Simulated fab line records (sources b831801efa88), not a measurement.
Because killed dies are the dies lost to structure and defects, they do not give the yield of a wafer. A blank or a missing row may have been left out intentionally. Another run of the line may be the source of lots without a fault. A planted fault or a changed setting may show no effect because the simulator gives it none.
Which tool did it? :: flow sky130 :: Sampling: 6 lots, 18 wafers, 3 of 708 route steps

## WHAT THE GAUGES READ, wafer by wafer
SKY_VT_ADJUST_PCH_TW_MEAS_10.
lot: L108
measured: day 11 06:49
on: film_metro-03
VT_ADJUST_PCH_TW: 143.4 143.9 143.1

lot: L113
measured: day 12 05:20
on: film_metro-03
VT_ADJUST_PCH_TW: 130.5 131.5 130.7

lot: L114
measured: day 12 17:03
on: film_metro-03
VT_ADJUST_PCH_TW: 144.5 144.2 144.5

lot: L121
measured: day 14 15:54
on: film_metro-02
VT_ADJUST_PCH_TW: 141.2 141.8 141.4

lot: L124
measured: day 15 22:53
on: film_metro-04
VT_ADJUST_PCH_TW: 142.5 142.7 141.7

lot: L129
measured: day 17 12:54
on: film_metro-03
VT_ADJUST_PCH_TW: 144.0 144.0 143.9

## EACH LOT AND THE TOOL THAT RAN IT (in order: tool; ch and the chambers of the sampled wafers; start)
lot: L108
SKY_VT_ADJUST_LVTN_STRIP_09: plasma_asher-03 ch 0,1, day 7 16:00
SKY_VT_ADJUST_PCH_IMPLANT_08: implanter-03 ch 0, day 11 06:34

lot: L113
SKY_VT_ADJUST_LVTN_STRIP_09: plasma_asher-02 ch 0,1, day 8 10:49
SKY_VT_ADJUST_PCH_IMPLANT_08: implanter-02 ch 0, day 12 05:05

lot: L114
SKY_VT_ADJUST_LVTN_STRIP_09: plasma_asher-03 ch 0,1, day 8 21:00
SKY_VT_ADJUST_PCH_IMPLANT_08: implanter-01 ch 0, day 12 16:48

lot: L121
SKY_VT_ADJUST_LVTN_STRIP_09: plasma_asher-01 ch 1, day 10 16:25
SKY_VT_ADJUST_PCH_IMPLANT_08: implanter-03 ch 0, day 14 15:40

lot: L124
SKY_VT_ADJUST_LVTN_STRIP_09: plasma_asher-02 ch 0,1, day 11 18:00
SKY_VT_ADJUST_PCH_IMPLANT_08: implanter-01 ch 0, day 15 22:38

lot: L129
SKY_VT_ADJUST_LVTN_STRIP_09: plasma_asher-02 ch 0,1, day 13 04:30
SKY_VT_ADJUST_PCH_IMPLANT_08: implanter-02 ch 0, day 17 12:39
- SKY_VT_ADJUST_LVTN_STRIP_09: strips in O2/N2.
- SKY_VT_ADJUST_PCH_IMPLANT_08

## THE ANSWER, worked out from the rows above alone
Rule: usual is defined by the lots themselves. Put in order of their means at a reading, lots are off if they are a third of the lots or fewer, leave a main group of 4 or more, and stand apart from it by a gap of 3 or more times the standard deviation of the main group's means; of several such gaps the widest counts. If all means in a main group match to the digits the tables above print for the reading, that group is not used. A lot without any number at a reading at which 4 lots or more have one is off too. The other lots that the step has rows for count as sound.
Off: L113, at SKY_VT_ADJUST_PCH_TW_MEAS_10 (VT_ADJUST_PCH_TW). The main group: mean 143.1, standard deviation 1.1.
If a tool, at a process step before that reading, ran all the lots that are off and no sound lot after the first of them, it fits. Gauges at SKY_VT_ADJUST_PCH_TW_MEAS_10: tried the same way as those tools. Not one of the candidates tried fits.

## WHAT WAS PUT IN BY THE SIMULATOR
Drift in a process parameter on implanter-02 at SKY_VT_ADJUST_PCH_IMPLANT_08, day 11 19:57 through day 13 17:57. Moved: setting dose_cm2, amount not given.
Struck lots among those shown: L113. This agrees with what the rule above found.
